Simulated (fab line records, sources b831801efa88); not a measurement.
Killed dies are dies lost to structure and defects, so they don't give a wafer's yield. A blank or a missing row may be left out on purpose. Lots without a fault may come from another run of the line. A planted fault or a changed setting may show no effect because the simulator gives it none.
Problem report in the 8D (eight disciplines) form, filled by code | flow sfq_line | the parts of the form that need people (team, actions taken, sign-off) are left out

1. THE PROBLEM
rf_fwd_power_W at SFQ_TRILAYER_I0_DEP_PECVD_027 reads a mean of 211.4 W on 6 wafers of 2 lots; wafers without a fault read 182.2 W with a standard deviation of 0.59. That is +49 standard deviations from the usual mean.
The step: deposits SiO2 from SiH4/N2O, time 111.11 s, target thk 500 nm.
First seen on wafer L178.1, day 11 01:44, on pecvd-02. The record holds 18 wafers of 6 lots with a number at this step. Rule for "out", or "out of limits": more than 4 standard deviations from the usual mean. The other wafers with a number count as sound.

2. WHAT IT IS AND WHAT IT IS NOT
question                    | is                     | is not
which readings at this step | rf_fwd_power_W         | heater_power_w, throttle_valve_pct
which lots                  | L178, L180             | L164, L168, L179, L184
which wafers of those lots  | all that have a number | -
read on which tools         | pecvd-02               | pecvd-01, pecvd-04
when                        | from day 11 01:44      | up to then (6 sound wafers); but 6 sound wafers of L179, L184 came after

3. SUSPECTS, AND WHAT RULES EACH OUT
Counting: a tool at a process step up to the reading stays a suspect if it ran every lot that is out and no sound lot after the first of them.
- rie_metal-04 at SFQ_TRILAYER_M0_BARC_OPEN_METAL_ETCH_031 (etches BARC in O2, target depth 125 nm, time 41.7 s): kept. It ran every lot that is out, first L178 (day 11 00:46), and no sound lot after that.
- rie_metal-04 at SFQ_TRILAYER_M0_ETCH_METAL_ETCH_024 (etches Nb in Cl2/Ar, stops on SiO2, target depth 240 nm, time 120 s): kept. It ran every lot that is out, first L178 (day 11 00:49), and no sound lot after that.
- rie_metal-04 at SFQ_TRILAYER_M0_STRIP_STRIP_025 (strips in O2): kept. It ran every lot that is out, first L178 (day 11 00:56), and no sound lot after that.
- pecvd-02 at SFQ_TRILAYER_I0_DEP_PECVD_027 (deposits SiO2 from SiH4/N2O, time 111.11 s, target thk 500 nm): kept. It ran every lot that is out, first L178 (day 11 01:44), and no sound lot after that; its last sound lot up to then is L164 (day 5 15:50). Its own readings are out on those wafers: rf_fwd_power_W.
Left after counting: rie_metal-04 at SFQ_TRILAYER_M0_BARC_OPEN_METAL_ETCH_031, rie_metal-04 at SFQ_TRILAYER_M0_ETCH_METAL_ETCH_024, rie_metal-04 at SFQ_TRILAYER_M0_STRIP_STRIP_025, pecvd-02 at SFQ_TRILAYER_I0_DEP_PECVD_027.

4. THE CAUSE (what the simulator had put in)
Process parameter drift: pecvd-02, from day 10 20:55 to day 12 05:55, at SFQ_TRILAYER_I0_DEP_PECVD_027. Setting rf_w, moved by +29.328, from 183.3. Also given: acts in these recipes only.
Counting left 4 suspects, and this tool is among them.

5. THE CHAIN OF EFFECTS, in route order
Each row: a reading whose mean over the struck wafers that have a number lies more than 3 standard deviations from the usual. Only readings for which the record gives a usual standard deviation are gone through. hours: the time from each lot's start at the first step in this table that gives one to its start at this step, as a median over the lots. sigmas: the change in usual standard deviations.
hours | step                          | reading        | usual   | on struck wafers | change | sigmas
0     | SFQ_TRILAYER_I0_DEP_PECVD_027 | rf_fwd_power_W | 182.2 W | 211.4            | +29.2  | +49
The process steps in it:
- SFQ_TRILAYER_I0_DEP_PECVD_027: deposits SiO2 from SiH4/N2O, time 111.11 s, target thk 500 nm.

6. WHAT WOULD HAVE CAUGHT IT SOONER
In this record the first reading out of limits was taken at day 11 01:44, 5 hours after the fault began at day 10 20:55.
